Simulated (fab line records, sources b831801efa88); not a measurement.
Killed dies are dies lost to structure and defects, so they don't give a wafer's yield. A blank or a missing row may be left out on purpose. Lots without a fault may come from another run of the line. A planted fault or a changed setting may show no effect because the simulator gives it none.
Which tool did it? | flow sky130 | 11 lots, 33 wafers sampled, at 4 steps of a route of 708

WHAT THE GAUGES READ, wafer by wafer
SKY_VIA4_OVL_MEAS_11.
lot  | measured     | on         | VIA4_OVL (nm)
L813 | day 42 13:42 | overlay-02 | 3.0 2.3 0.8
L814 | day 43 04:20 | overlay-02 | -0.7 -2.6 -0.9
L815 | day 43 07:09 | overlay-01 | -1.4 -2.3 -0.5
L817 | day 43 21:43 | overlay-02 | 0.6 -1.6 0.1
L818 | day 44 06:04 | overlay-01 | 0.0 -0.6 1.0
L819 | day 44 16:49 | overlay-01 | 0.4 -0.6 -0.2
L825 | day 46 20:01 | overlay-01 | -1.5 -1.4 -1.5
L827 | day 46 22:15 | overlay-01 | -1.9 -1.7 -0.7
L832 | day 48 06:46 | overlay-02 | 1.0 -0.5 -0.2
L833 | day 48 07:04 | overlay-01 | -2.6 -2.5 -0.5
L835 | day 48 12:13 | overlay-01 | 1.4 -0.8 -0.1

WHICH TOOL RAN EACH LOT (tool, then ch and the chambers of the sampled wafers, then the start)
lot  | SKY_METAL4_SPUTTER_02        | SKY_METAL4_SPUTTER_04        | SKY_METAL4_METAL_ETCH_18
L813 | pvd_sputter-01, day 39 12:43 | pvd_sputter-01, day 39 12:46 | rie_metal-04 ch 0,1, day 41 13:55
L814 | pvd_sputter-01, day 40 02:31 | pvd_sputter-01, day 40 02:35 | rie_metal-04 ch 0, day 42 02:42
L815 | pvd_sputter-03, day 40 07:12 | pvd_sputter-03, day 40 07:16 | rie_metal-04 ch 0,1, day 42 06:23
L817 | pvd_sputter-02, day 40 21:23 | pvd_sputter-02, day 40 21:26 | rie_metal-01 ch 0,1, day 42 21:33
L818 | pvd_sputter-03, day 41 06:29 | pvd_sputter-03, day 41 06:32 | rie_metal-01 ch 0,1, day 43 06:48
L819 | pvd_sputter-02, day 41 18:31 | pvd_sputter-02, day 41 18:34 | rie_metal-01 ch 0,1, day 43 18:01
L825 | pvd_sputter-02, day 44 01:32 | pvd_sputter-02, day 44 01:36 | rie_metal-01 ch 1, day 45 22:01
L827 | pvd_sputter-01, day 44 07:05 | pvd_sputter-01, day 44 07:09 | rie_metal-01 ch 0,1, day 46 01:25
L832 | pvd_sputter-01, day 45 16:23 | pvd_sputter-01, day 45 16:26 | rie_metal-04 ch 0,1, day 47 10:22
L833 | pvd_sputter-01, day 45 17:58 | pvd_sputter-01, day 45 18:01 | rie_metal-01 ch 0,1, day 47 10:28
L835 | pvd_sputter-03, day 45 23:22 | pvd_sputter-03, day 45 23:26 | rie_metal-02 ch 0,1, day 47 16:16
- SKY_METAL4_SPUTTER_02: material AlCu, target thk 735 nm, time 39.1 s.
- SKY_METAL4_SPUTTER_04: material TiN, target thk 70 nm, time 58.3 s.
- SKY_METAL4_METAL_ETCH_18: etches the open film in Cl2/BCl3, stops on SiO2, target depth 845 nm, time 183.1 s.

THE ANSWER, worked out from the rows above alone
Rule: what is usual is taken from the lots themselves. Put in order of their means at a reading, lots are off if they are a third of the lots or fewer, leave a main group of 4 or more, and stand apart from it by a gap of 3 or more times the standard deviation of the main group's means; of several such gaps the widest counts. A main group whose means are all the same, to the digits that the tables above print for the reading, isn't used. A lot without any number at a reading at which 4 lots or more have one is off too. The other lots that the step has rows for count as sound.
No lot is off at any reading shown: from this, nothing can be told.

WHAT THE SIMULATOR HAD PUT IN
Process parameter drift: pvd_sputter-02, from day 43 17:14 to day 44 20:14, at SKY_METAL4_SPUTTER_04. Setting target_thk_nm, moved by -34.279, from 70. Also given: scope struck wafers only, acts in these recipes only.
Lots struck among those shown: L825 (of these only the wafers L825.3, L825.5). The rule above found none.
